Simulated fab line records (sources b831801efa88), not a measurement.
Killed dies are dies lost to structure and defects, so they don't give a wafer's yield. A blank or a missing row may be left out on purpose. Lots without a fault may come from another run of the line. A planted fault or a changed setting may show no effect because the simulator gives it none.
fab line records	flow sky130
record: lots: 6	wafers: 18	last-day: 50
route steps=708 shown GATE_OXIDE@191 POLY_GATE@204 PAD_OPEN@708
lots that met no fault: from a run of the same line without faults
start-h: hours from the record's first day to the start of the lot's first wafer shown	wait-h: time in hours since the lot's previous step	" the same as in the row above	L1.1+2: several wafers, shown together as one row	- value missing, or start not given	* or withheld: withheld	< > ~ a bound
route shown NAME@n: NAME is a module with steps in the file, n the number in the route of the first one	usual: average and standard deviation across the fault-free wafers	same: alike in all rows	chamber/n: place in a boat	sites: per-site readings	_std_site: the values' standard deviation	_edge_site: outer sites' mean less inner sites'	radius-mm: how far each site lies from the wafer's centre	mask NAME#n: copy n	behind: the last tool/chamber to shape the wafer	hold: cause of the lot's hold/its duration in hours/its outcome	device: the n, p or np transistor that did not switch	end of line: the same wafers' tests at the end of the route	a step given without rows: its recipe and nothing more	killed: dies lost to structure and defects at the first sort, not the wafer's yield	map: shows each die of a wafer: x if killed, . if not, _ if none is there
set.NAME: setting as actually run; set.NAME@STEP: the setting as run at that earlier step	model.NAME: the simulator's own value behind a step, which no gauge read
lots at some steps of the route; a table a step, a row a wafer
services: a tool's chamber out of use, with start hour (start-h, from the record's first day; less than 0 if before it), hours out, and reason
== steps ==
step: SKY_GATE_OXIDE_HMDS_04
recipe: prime-time-s: 60	prime-temp-c: 120
step: SKY_GATE_OXIDE_COAT_05
recipe: resist: NOVOLAK	spin-rpm: 3000	resist-thk-nm: 1140
step: SKY_GATE_OXIDE_SOFTBAKE_06
recipe: temp-c: 90	time-s: 60	resist: NOVOLAK
step: SKY_GATE_OXIDE_EXPOSE_07
recipe: mask-id: LVOM	na: 0.6	source-shape: conventional	sigma-outer: 0.6	polarization: unpolarized	target-cd-nm: 600	dose-mj: 170
step: SKY_GATE_OXIDE_PEB_08
recipe: temp-c: withheld	time-s: *	resist: NOVOLAK
step: SKY_GATE_OXIDE_DEVELOP_09
recipe: resist: NOVOLAK	developer: TMAH	develop-time-s: 60	dev-temp-c: 23
step: SKY_GATE_OXIDE_OVL_MEAS_10
usual: GATE_OXIDE_OVL: -1.2/1.2
lot.wafer	tool	chamber	start-h	wait-h	GATE_OXIDE_OVL[nm]
L726.1	overlay-02	-	368.92	0.1	0.0
L726.2	"	-	"	"	-0.8
L726.5	"	-	"	"	0.0
L729.1	overlay-02	-	396.44	0.1	-3.5
L729.3	"	-	"	"	-3.4
L729.5	"	-	"	"	-4.7
L733.4	overlay-01	-	446.76	0.1	-0.2
L733.5	"	-	"	"	1.0
L733.6	"	-	"	"	0.3
L732.3	overlay-02	-	446.83	0.1	-1.0
L732.5	"	-	"	"	-0.8
L732.6	"	-	"	"	0.6
L739.1	overlay-02	-	487.65	0.1	-1.9
L739.4	"	-	"	"	-2.6
L739.5	"	-	"	"	-1.8
L742.3	overlay-02	-	511.23	0.1	-1.8
L742.4	"	-	"	"	-1.5
L742.5	"	-	"	"	-1.2
step: SKY_GATE_OXIDE_IMPLANT_11
recipe: species: B	energy-kev: 10	dose-cm2: 2.6e+12	tilt-deg: withheld
step: SKY_GATE_OXIDE_WET_ETCH_12
recipe: chemistry: dHF	target-depth-nm: 16.8	dry: n2-spin	target: SiO2	dilution: 100:1	temp-c: 25	time-s: 336
step: SKY_GATE_OXIDE_STRIP_13
recipe: chemistry: O2/N2	power-w: 1400	pressure-mtorr: 1500	platen-temp-c: withheld	o2-flow-sccm: 3000	n2-flow-sccm: 300	overash-fraction: 0.5
usual: drypump-motor-current-A: 5.5/0.44	oes-product-au: 0.716/0.0048	strip-time-to-endpoint-s: 14.17/0.04
lot.wafer	tool	chamber	start-h	wait-h	drypump-motor-current-A	oes-product-au	rf-hours-counter-h	strip-time-to-endpoint-s
L726.1	plasma-asher-02	1	369.21	0.0	5.4	0.712	55	14.16
L726.2	"	0	"	"	6.0	0.719	55	14.22
L726.5	"	0	"	"	6.0	0.712	-	14.18
L729.1	plasma-asher-03	1	396.73	0.0	5.0	0.716	74	14.22
L729.3	"	0	"	"	6.0	0.715	-	14.17
L729.5	"	0	"	"	6.0	0.717	-	14.21
L733.4	plasma-asher-01	1	447.06	0.0	5.8	0.720	-	14.18
L733.5	"	0	"	"	4.9	0.713	-	14.15
L733.6	"	1	"	"	5.8	0.707	-	14.15
L732.3	plasma-asher-02	0	447.16	0.0	6.0	0.715	-	14.16
L732.5	"	1	"	"	5.4	0.718	-	14.14
L732.6	"	0	"	"	6.0	0.719	-	14.17
L739.1	plasma-asher-01	0	487.95	0.0	4.9	0.716	5	14.21
L739.4	"	0	"	"	4.9	0.718	-	14.22
L739.5	"	0	"	"	4.9	0.716	-	14.22
L742.3	plasma-asher-03	1	511.55	0.0	5.0	0.714	-	14.12
L742.4	"	0	"	"	6.0	0.718	-	14.12
L742.5	"	1	"	"	5.0	0.714	-	14.12
step: SKY_GATE_OXIDE_TW_MEAS_14
usual: GATE_OXIDE_TW: 225.9/2
lot.wafer	tool	chamber	start-h	wait-h	GATE_OXIDE_TW
L726.1	film-metro-03	-	369.31	0.1	225.3
L726.2	"	-	"	"	225.4
L726.5	"	-	"	"	224.0
L729.1	film-metro-02	-	396.83	0.1	225.4
L729.3	"	-	"	"	226.0
L729.5	"	-	"	"	225.1
L733.4	film-metro-02	-	447.16	0.1	224.7
L733.5	"	-	"	"	224.4
L733.6	"	-	"	"	223.6
L732.3	film-metro-03	-	447.24	0.1	226.7
L732.5	"	-	"	"	226.5
L732.6	"	-	"	"	226.1
L739.1	film-metro-03	-	488.06	0.1	224.7
L739.4	"	-	"	"	225.8
L739.5	"	-	"	"	225.5
L742.3	film-metro-04	-	511.63	0.1	228.3
L742.4	"	-	"	"	227.4
L742.5	"	-	"	"	228.4
step: SKY_GATE_OXIDE_CLEAN_15
recipe: chemistry: SC1/SC2	mix: 1:4:20	temp-c: 70	time-s: 150	dry: n2-spin
step: SKY_GATE_OXIDE_OXIDATION_16
recipe: temp-c: 800	ambient: O2	idle-temp-c: 700	ramp-up-c-per-min: 10	ramp-down-c-per-min: 3	stabilise-s: 600	purge-s: 300	target-thk-a: 35.7	ox-time-s: 1915
usual: ox-temp-c: 800.0/0.31	zone-power-centre-pct: 17.3/1.7
lot.wafer	tool	chamber	start-h	wait-h	ox-temp-c	zone-power-centre-pct	model.SiO2_of_GATE_OXIDE_OXIDATION_01.thk-nm
L726.1	furnace-01	0	369.42	0.0	799.9	19.5	10.76
L726.2	"	0	"	"	799.6	19.2	10.81
L726.5	"	0	"	"	800.1	19.4	10.85
L729.1	furnace-01	0	396.94	0.0	799.6	19.6	10.62
L729.3	"	0	"	"	799.5	19.7	10.6
L729.5	"	0	"	"	800.1	19.5	10.65
L733.4	furnace-02	0	447.33	0.1	800.3	15.7	11.58
L733.5	"	0	"	"	800.4	15.9	11.73
L733.6	"	0	"	"	800.3	15.7	11.62
L732.3	furnace-01	0	448.72	1.4	799.9	19.6	11.75
L732.5	"	0	"	"	800.3	19.2	11.38
L732.6	"	0	"	"	800.2	19.6	11.54
L739.1	furnace-02	0	488.17	0.0	799.8	15.9	11.63
L739.4	"	0	"	"	800.1	15.9	11.46
L739.5	"	0	"	"	799.7	16.0	11.66
L742.3	furnace-02	0	513.03	1.3	800.1	16.0	12.06
L742.4	"	0	"	"	800.0	15.8	12.1
L742.5	"	0	"	"	800.0	15.9	12.13
step: SKY_POLY_GATE_CVD_00
recipe: material: poly-Si	target-thk-nm: 180	temp-c: 620	time-s: 720	pressure-mtorr: 200
step: SKY_PAD_OPEN_PROBE_99
usual: killed_at_M0_to_M3: 45/7.5	killed_at_M4_up: 2.8/1.9	killed-at-contacts: 25/5.5	killed-at-front-end: 14/4	killed-at-other: 0.3/0.75	killed-dies: 87/9.4	killed-open: 47/6.6	killed-short: 39/6.6
same: gross-dies: 492	killed-at-back-side: 0
lot.wafer	tool	chamber	start-h	wait-h	killed_at_M0_to_M3	killed_at_M4_up	killed-at-contacts	killed-at-front-end	killed-at-other	killed-dies	killed-open	killed-short	model.etest.nfet_16v.r-on-ohm-um	model.etest.pfet_01v8.r-on-ohm-um	model.etest.nfet_01v8_lvt.drive-ua-um	model.etest.nfet_01v8_swapped.drive-ua-um	model.etest.nfet_01v8_turned.drive-ua-um	model.etest.nfet_01v8.drive-ua-um	model.etest.sram-nfet-pass.drive-ua-um	model.etest.tip-sonos.rs-ohm-sq
L726.1	prober-01	-	1122.16	0.1	38	2	29	18	0	87	43	43	1.411e+04	2509	836.1	765.7	766.8	759.1	733.4	2467
L726.2	prober-01	-	1122.21	0.1	33	2	10	16	0	61	36	25	1.396e+04	2447	876	804.7	793.1	798.4	767.4	2483
L726.5	prober-01	-	1122.36	0.2	49	1	28	13	0	91	46	45	1.388e+04	2576	831.3	758.1	765.2	760.6	731.5	2500
L729.1	prober-01	-	1138.62	0.1	44	2	24	18	0	88	46	42	1.364e+04	2522	802.6	735.2	732.6	733	705.5	2521
L729.3	prober-01	-	1138.72	0.2	49	1	21	17	0	88	50	38	1.374e+04	2429	845.5	781	781.7	775	775.4	2547
L729.5	prober-01	-	1138.82	0.2	61	1	26	23	1	112	66	46	1.389e+04	2494	827.2	753.9	753.3	755.9	707.7	2572
L733.4	prober-01	-	1171.38	0.2	51	1	23	10	2	87	54	33	1.428e+04	2918	587.9	514.7	517.8	517	499.5	2659
L733.5	prober-01	-	1171.43	0.2	48	2	24	13	0	87	40	47	1.419e+04	2790	594.8	521.1	520.7	517.9	513.7	2684
L733.6	prober-01	-	1171.48	0.2	49	1	36	13	0	99	49	50	1.425e+04	2948	571.1	506.6	503	504.9	499.8	2692
L732.3	prober-02	-	1175.28	0.2	45	2	14	16	1	78	44	34	1.415e+04	2846	575.1	505.1	507.2	511	518.5	2683
L732.5	prober-02	-	1175.38	0.2	47	1	25	18	0	91	48	43	1.387e+04	2730	592.7	520.2	517.7	522.7	523.2	2627
L732.6	prober-02	-	1175.43	0.2	44	2	24	8	1	79	35	44	1.404e+04	2876	572	500.5	503.2	506.6	492.9	2659
L739.1	prober-02	-	1196.17	0.1	46	2	29	16	0	93	41	52	1.427e+04	2990	565	497.8	495.9	499.1	491	2590
L739.4	prober-02	-	1196.32	0.2	48	0	28	12	0	88	57	31	1.404e+04	2867	593.6	521.5	522.2	522.1	499.6	2586
L739.5	prober-02	-	1196.37	0.2	43	4	31	12	1	91	46	45	1.438e+04	3010	582.6	507.9	509.2	509.5	509.1	2612
L742.3	prober-02	-	1207.61	0.2	31	1	32	10	0	74	40	34	1.421e+04	2894	575.8	504.8	506.1	507	494.9	2705
L742.4	prober-02	-	1207.66	0.2	44	4	27	20	1	96	47	49	1.429e+04	2841	582.2	506.9	509.2	505.3	512.5	2735
L742.5	prober-02	-	1207.71	0.2	46	3	22	20	1	92	49	43	1.434e+04	2847	578.8	506.7	503.4	508.1	497.5	2717
killed by level:class
L726.1 CONTACT:geometric-particle:open=10 METAL1:geometric-particle:short=8 LI_CONTACT:geometric-particle:open=7 CONTACT:geometric-particle:short=6 VIA1:geometric-particle:open=6 FIELD_ISO:geometric-particle:short=4 FIELD_ISO:geometric-particle:open=4 POLY_GATE:geometric-particle:open=4
L726.2 VIA1:geometric-particle:open=9 FIELD_ISO:geometric-particle:short=6 FIELD_ISO:geometric-particle:open=5 LI_CONTACT:geometric-particle:open=5 VIA2:geometric-particle:short=5 VIA2:geometric-particle:open=5 CONTACT:geometric-particle:open=3 METAL3:geometric-particle:short=3
L726.5 VIA1:geometric-particle:open=11 CONTACT:geometric-particle:open=10 METAL2:geometric-particle:short=7 VIA2:geometric-particle:open=7 METAL1:geometric-particle:short=7 CONTACT:geometric-particle:short=6 VIA3:geometric-particle:open=5 LI_CONTACT:geometric-particle:short=4
L729.1 LI_CONTACT:geometric-particle:open=9 VIA1:geometric-particle:open=8 VIA3:geometric-particle:open=7 LOCAL_INTERCONNECT:geometric-particle:short=6 METAL1:geometric-particle:short=5 CONTACT:geometric-particle:open=5 FIELD_ISO:geometric-particle:short=4 SPACER:geometric-particle:open=4
L729.3 VIA1:geometric-particle:open=10 METAL1:geometric-particle:short=8 CONTACT:geometric-particle:open=8 VIA3:geometric-particle:open=8 FIELD_ISO:geometric-particle:open=6 CONTACT:geometric-particle:short=6 VIA2:geometric-particle:open=6 METAL2:geometric-particle:short=5
L729.5 VIA1:geometric-particle:open=17 FIELD_ISO:geometric-particle:open=10 CONTACT:geometric-particle:open=9 LI_CONTACT:geometric-particle:open=8 METAL1:geometric-particle:short=7 METAL2:geometric-particle:short=7 VIA3:geometric-particle:open=7 CONTACT:geometric-particle:short=5
L733.4 CONTACT:geometric-particle:open=11 VIA3:geometric-particle:open=11 VIA1:geometric-particle:open=10 VIA2:geometric-particle:open=8 LI_CONTACT:geometric-particle:open=6 VIA3:geometric-particle:short=5 METAL3:geometric-particle:short=5 METAL2:geometric-particle:short=4
L733.5 VIA1:geometric-particle:open=11 METAL1:geometric-particle:short=9 METAL2:geometric-particle:short=8 FIELD_ISO:geometric-particle:short=7 VIA2:geometric-particle:open=7 LI_CONTACT:geometric-particle:short=6 LI_CONTACT:geometric-particle:open=5 CONTACT:geometric-particle:short=5
L733.6 CONTACT:geometric-particle:open=13 VIA2:geometric-particle:open=12 METAL1:geometric-particle:short=7 VIA1:geometric-particle:open=7 LI_CONTACT:geometric-particle:open=6 LOCAL_INTERCONNECT:geometric-particle:short=6 CONTACT:geometric-particle:short=6 FIELD_ISO:geometric-particle:short=5
L732.3 VIA1:geometric-particle:open=11 VIA3:geometric-particle:open=8 METAL2:geometric-particle:short=6 VIA2:geometric-particle:open=6 FIELD_ISO:geometric-particle:open=5 CONTACT:geometric-particle:short=5 FIELD_ISO:geometric-particle:short=4 LI_CONTACT:geometric-particle:short=4
L732.5 VIA1:geometric-particle:short=11 VIA1:geometric-particle:open=11 CONTACT:geometric-particle:open=9 LI_CONTACT:geometric-particle:open=7 CONTACT:geometric-particle:short=6 VIA2:geometric-particle:open=6 FIELD_ISO:geometric-particle:open=5 FIELD_ISO:geometric-particle:short=5
L732.6 VIA1:geometric-particle:open=9 VIA2:geometric-particle:open=7 LI_CONTACT:geometric-particle:open=6 CONTACT:geometric-particle:open=6 VIA1:geometric-particle:short=5 CONTACT:geometric-particle:short=5 METAL1:geometric-particle:short=5 VIA3:geometric-particle:short=5
L739.1 CONTACT:geometric-particle:open=13 METAL2:geometric-particle:short=9 VIA1:geometric-particle:open=7 VIA2:geometric-particle:short=7 CONTACT:geometric-particle:short=6 POLY_GATE:geometric-particle:short=5 VIA3:geometric-particle:open=5 POLY_GATE:geometric-particle:open=4
L739.4 CONTACT:geometric-particle:open=15 VIA1:geometric-particle:open=11 VIA3:geometric-particle:open=10 METAL1:geometric-particle:short=8 LI_CONTACT:geometric-particle:open=6 VIA2:geometric-particle:open=6 VIA1:geometric-particle:short=4 POLY_GATE:geometric-particle:open=3
L739.5 CONTACT:geometric-particle:open=12 VIA1:geometric-particle:open=8 VIA3:geometric-particle:open=8 LI_CONTACT:geometric-particle:open=7 VIA1:geometric-particle:short=7 LOCAL_INTERCONNECT:geometric-particle:short=5 VIA2:geometric-particle:short=5 POLY_GATE:geometric-particle:short=4
L742.3 CONTACT:geometric-particle:open=11 LI_CONTACT:geometric-particle:open=10 LOCAL_INTERCONNECT:geometric-particle:short=6 VIA1:geometric-particle:open=6 VIA1:geometric-particle:short=5 METAL1:geometric-particle:short=4 VIA2:geometric-particle:open=4 VIA3:geometric-particle:open=4
L742.4 CONTACT:geometric-particle:open=10 VIA1:geometric-particle:open=9 VIA3:geometric-particle:open=9 CONTACT:geometric-particle:short=7 FIELD_ISO:geometric-particle:short=6 POLY_GATE:geometric-particle:open=6 METAL1:geometric-particle:short=6 VIA1:geometric-particle:short=5
L742.5 VIA1:geometric-particle:open=18 LOCAL_INTERCONNECT:geometric-particle:short=7 METAL1:geometric-particle:short=6 POLY_GATE:geometric-particle:open=5 CONTACT:geometric-particle:open=5 FIELD_ISO:geometric-particle:short=4 FIELD_ISO:geometric-particle:open=4 LI_CONTACT:geometric-particle:short=4
== services ==
tool	chamber	start-h	hours	kind
furnace-02	-	375.52	3.0	pm
plasma-asher-02	-	400.19	0.5	repair
furnace-01	-	409.29	3.5	pm
plasma-asher-01	-	421.25	9.0	pm
plasma-asher-01	0	421.25	9.0	vent-cycle
plasma-asher-01	1	421.25	9.0	vent-cycle
plasma-asher-01	0	430.25	-	clean
plasma-asher-01	1	430.25	-	clean
plasma-asher-03	-	455.57	0.7	repair
plasma-asher-01	-	481.46	3.8	repair
furnace-02	-	493.29	3.0	pm
furnace-01	-	500.20	29.8	repair
== key ==
first-sign none at tools or gauges
model-effect: step: SKY_GATE_OXIDE_OXIDATION_16	value: SiO2_of_GATE_OXIDE_OXIDATION_01.thk-nm	without: 11.67	struck: 10.72
model-effect: step: SKY_PAD_OPEN_PROBE_99	value: etest.nfet_16v.r-on-ohm-um	without: 1.435e+04	struck: 1.387e+04
met-at SKY_GATE_OXIDE_OXIDATION_16
struck-wafers L726.1,L726.2,L726.5,L729.1,L729.3,L729.5
tester-left-out L726,L729
fault: kind: process-parameter-drift	tool: furnace-01	chamber: -	onset-h: 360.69	steps: SKY_GATE_OXIDE_OXIDATION_16	channel: ox-time-s	offset: *	shape: step	end-h: 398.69	acts-in: *	stated: *
tester-left-out: of these lots the tester's yield and bins aren't shown, on N5 and GAA mostly nor the transistor test; their killed dies are dies lost to structure and defects alone, not to doping, threshold or leakage, so they don't give the yield
